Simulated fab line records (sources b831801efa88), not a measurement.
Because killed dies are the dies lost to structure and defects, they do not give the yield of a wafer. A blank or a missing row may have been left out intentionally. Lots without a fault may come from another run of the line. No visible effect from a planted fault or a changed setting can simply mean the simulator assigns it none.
One fault seen from 2 desks | flow gf180mcu | what lay behind the numbers comes last; until then each desk has only its own

## THE TOOL OWNER'S DESK: wet bench-04
The tool's own readings at GF_STI_WET_ETCH_17 (etches Si3N4 in H3PO4, target depth 45 nm, time 514 s): means of the sampled wafers that have a number, for each lot that ran on this tool. The brackets show how far a lot's mean lies from the usual mean; more than 4 standard deviations puts the lot out of limits, marked OUT.
Columns: A = run length s at GF_STI_WET_ETCH_17, usual 540.6 s
lot  | first seen here | A
L315 | day 4 05:29     | 546.3
L317 | day 4 15:53     | 547.7
L319 | day 5 04:44     | 985.7 (+99 or more) OUT
This desk's finding: out of limits on L319; first on L319, day 5 04:44 (run length s at GF_STI_WET_ETCH_17). Within limits: L315, L317.

## FROM THE METROLOGY DESK
What the gauges read for every lot (on any tool): the sampled wafers with a number, averaged. The brackets show how far a lot's mean lies from the usual mean; more than 4 standard deviations puts the lot out of limits, marked OUT.
Columns: A = V1_BOW at GF_V1_BOW_MEAS_05, usual 80 um
lot  | first seen here | A
L308 | day 17 22:32    | 79
L309 | day 18 10:10    | 83
L310 | day 18 21:09    | 72
L312 | day 19 21:13    | 85
L313 | day 19 21:50    | 80
L314 | day 20 12:38    | 75
L315 | day 20 18:25    | 72
L317 | day 21 12:25    | 76
L319 | day 22 12:46    | 79
L324 | day 24 10:14    | 90
L325 | day 24 14:08    | 84
L326 | day 24 18:31    | 77
L328 | day 25 11:29    | 77
Result from this desk: across the 13 lots, nothing is out of limits.

## ALL TOGETHER
On L319, at day 5 04:44, an alarm was possible from the tool owner's desk.
At the metrology desk, nothing out of limits was observed.
The metrology desk has L319 on record, within its limits.
Of the lots named, all ran GF_STI_WET_ETCH_17 on wet bench-04.

## WHAT THE SIMULATOR HAD PUT IN
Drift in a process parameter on wet bench-04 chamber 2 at GF_STI_WET_ETCH_17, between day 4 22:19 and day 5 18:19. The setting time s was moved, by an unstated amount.
Struck lots among those shown: L319.
Hours from the fault's start to each desk's first reading out of limits: the tool owner's desk, 6.
